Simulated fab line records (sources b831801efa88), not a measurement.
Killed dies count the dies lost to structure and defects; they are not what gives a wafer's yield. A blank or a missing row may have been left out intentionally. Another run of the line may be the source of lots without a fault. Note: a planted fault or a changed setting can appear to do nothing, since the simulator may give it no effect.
Comparing a struck lot with a sound one || flow sky130 || 35 out of 708 route steps
Sound: the wafers L312.4, L312.5, L312.6. The struck wafers were L299.1, L299.2, L299.4. Last of all comes the cause.
Order at every step that has rows: each side's tool, ch and its chambers, its first start. Under that, the readings that differ: sound wafers || struck wafers || difference of the means || sigmas: that difference in standard deviations of wafers without a fault.
alike: readings whose means differ by less than 2 such deviations, and words and numbers that are the same on both sides. not compared: withheld readings, readings that some wafer has no value for, bounds like >300 that may hide the same value, and numbers for which the record gives no deviation and whose values overlap.
The two part at a step that has a row with sigmas, a row that says differs or no value, or rows on one side only. Numbers that have no deviation but don't overlap get no sigmas and don't part them. A reading missing from all wafers of one side parts the sides only when that side holds two or more wafers.

first, 10 steps without rows for these wafers: SKY_GATE_OXIDE_COAT_05 (resist thk 1140 nm); SKY_GATE_OXIDE_SOFTBAKE_06 (time 60 s); SKY_GATE_OXIDE_EXPOSE_07 (exposes mask LVOM, target cd 600 nm); SKY_GATE_OXIDE_PEB_08; SKY_GATE_OXIDE_DEVELOP_09 (develop time 60 s); SKY_GATE_OXIDE_IMPLANT_11; SKY_GATE_OXIDE_WET_ETCH_12 (etches SiO2 in dHF, target depth 16.8 nm, time 336 s); SKY_GATE_OXIDE_STRIP_13 (strips in O2/N2); SKY_GATE_OXIDE_CLEAN_15 (cleans in SC1/SC2, time 150 s); SKY_GATE_OXIDE_OXIDATION_16 (stabilise 600 s, purge 300 s, target thk 3.57 nm).
SKY_POLY_GATE_CVD_00: deposits poly-Si, target thk 180 nm, time 720 s.
  sound on lpcvd-01 ch 1, day 21 12:17; struck on lpcvd-01 ch 0, day 17 02:20
{"reading": "spike-tc-centre-C (C)", "sound": "621.4 618.1 619.2", "struck": "611.9 612.4 611.0", "difference": -7.8, "sigmas": -7}
{"reading": "spike-tc-lower-C (C)", "sound": "619.2 620.2 620.1", "struck": "613.1 611.8 611.6", "difference": -7.7, "sigmas": -8}
{"reading": "spike-tc-upper-C (C)", "sound": "617.6 619.2 617.2", "struck": "610.1 611.1 610.1", "difference": -7.6, "sigmas": -6}
{"reading": "zone-power-top-pct (%)", "sound": "18.6 18.5 18.8", "struck": "17.2 17.1 17.2", "difference": -1.5, "sigmas": -2}
{"reading": "model.poly-Si_of_POLY_GATE_CVD_00.thk-nm (nm)", "sound": "180.5 182.1 181.2", "struck": "150 150.5 151.3", "difference": -31, "sigmas": ""}
SKY_POLY_GATE_THK_MEAS_01:
  struck on film-metro-03, day 17 03:46; sound on film-metro-03, day 21 13:31
{"reading": "POLY_GATE_CVD_00_THK (nm)", "sound": "180.5 182.2 181.3", "struck": "150.1 150.4 151.3", "difference": -30.7, "sigmas": -15}
  not compared: hold
then, 8 steps without rows for these wafers: SKY_RES_PROTECT_HMDS_01 (prime time 60 s); SKY_RES_PROTECT_COAT_02 (resist thk 1140 nm); SKY_RES_PROTECT_SOFTBAKE_03 (time 60 s); SKY_RES_PROTECT_EXPOSE_04 (exposes mask RPM, target cd 1270 nm); SKY_RES_PROTECT_PEB_05; SKY_RES_PROTECT_DEVELOP_06 (develop time 60 s); SKY_POLY_GATE_IMPLANT_02; SKY_RES_PROTECT_STRIP_07 (strips in O2/N2).
SKY_RES_PROTECT_CLEAN_09: cleans in SC1/SC2, time 150 s.
  sound on wet-bench-04 ch 3, day 22 20:06; struck on wet-bench-04 ch 0, day 18 08:30
{"reading": "model.poly-Si_of_POLY_GATE_CVD_00.thk-nm (nm)", "sound": "179.9 181.5 180.6", "struck": "149.4 149.9 150.7", "difference": -30.7, "sigmas": ""}
  alike: bath-guard-temp-C, temp-c
then, 11 steps without rows for these wafers: SKY_POLY_GATE_CVD_03 (deposits Si3N4 from DCS/NH3, target thk 75 nm, time 1290 s); SKY_POLY_GATE_DEHYDRATE_05 (time 60 s); SKY_POLY_GATE_HMDS_06 (prime time 60 s); SKY_POLY_GATE_COAT_07 (resist thk 110 nm); SKY_POLY_GATE_COAT_08 (resist thk 450 nm); SKY_POLY_GATE_SOFTBAKE_09 (time 90 s); SKY_POLY_GATE_EXPOSE_10 (exposes mask P1M, target cd 150 nm); SKY_POLY_GATE_PEB_11; SKY_POLY_GATE_DEVELOP_12 (develop time 60 s); SKY_POLY_GATE_ETCH_15 (etches BARC in N2/H2, stops on SiO2, time 118.5 s, target depth 110 nm); SKY_POLY_GATE_ETCH_16 (etches Si3N4 in CH3F/O2, stops on poly-Si, time 147.5 s, target depth 75 nm).
SKY_POLY_GATE_ETCH_17: etches poly-Si in HBr/Cl2, stops on SiO2, target depth 180 nm, time 70.5 s.
  sound on rie-si-02 ch 0,1,2, day 24 03:23; struck on rie-si-01 ch 0,1,3, day 19 16:49
{"reading": "oes-product-au (a.u.)", "sound": "0.997 1.001 0.981", "struck": "0.872 0.871 0.877", "difference": -0.120, "sigmas": -16}
{"reading": "model.etch.depth-nm (nm)", "sound": "179.9 181.5 178.6", "struck": "149.4 149.9 150.7", "difference": -30.0, "sigmas": ""}
{"reading": "model.POLY_GATE.feature-depth-nm (nm)", "sound": "179.9 181.5 178.6", "struck": "149.4 149.9 150.7", "difference": -30.0, "sigmas": ""}
  alike: bias-w, drypump-motor-current-A, rf-fwd-power-W, throttle-valve-pct
  not compared: rf-hours-counter-h
then, 1 step without rows for these wafers: SKY_POLY_GATE_STRIP_18 (strips in O2/N2).
-- here the record skips 28 days between the struck wafers' starts before and after, leaving off in module POLY_GATE and picking up in module PAD_OPEN (first step shown: number 708 of the route) --
SKY_PAD_OPEN_PROBE_99:
  struck on prober-01, day 47 22:35; sound on prober-01, day 50 13:49
{"reading": "model.etest.res-high-po.line-ohm-um", "sound": "722.5 714 733", "struck": "844.6 864.3 860.8", "difference": "+133.4", "sigmas": ""}
{"reading": "model.etest.res-poly.line-ohm-um", "sound": "487.5 467.1 483.5", "struck": "610.5 598.7 608.1", "difference": "+126.4", "sigmas": ""}
{"reading": "model.etest.tip-sonos.rs-ohm-sq", "sound": "2623 2633 2645", "struck": "2450 2412 2419", "difference": -207, "sigmas": ""}
{"reading": "model.etest.res-high-po.rs-ohm-sq", "sound": "253.2 256.5 257", "struck": "300.6 301 303.1", "difference": "+46.0", "sigmas": ""}
{"reading": "model.etest.res-poly.rs-ohm-sq", "sound": "47.05 46.88 47.83", "struck": "56.14 56.11 56.55", "difference": "+9.01", "sigmas": ""}
{"reading": "model.etest.cap-li-to-poly.c-af-um2", "sound": "100 97.87 97.5", "struck": "93.17 89.97 88.72", "difference": -7.84, "sigmas": ""}
  alike: killed_at_M0_to_M3, killed_at_M4_up, killed-at-contacts, killed-at-front-end, killed-at-other, killed-dies, killed-on-rim, killed-open, killed-short

== WHERE THEY PART ==
Last at SKY_POLY_GATE_ETCH_17 as far as this record goes, first at SKY_POLY_GATE_CVD_00. Later steps at which nothing parts them and some readings are alike: SKY_PAD_OPEN_PROBE_99.

WHY: what had been put in by the simulator
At SKY_POLY_GATE_CVD_00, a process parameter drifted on lpcvd-01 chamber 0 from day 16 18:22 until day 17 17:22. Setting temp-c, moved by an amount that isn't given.
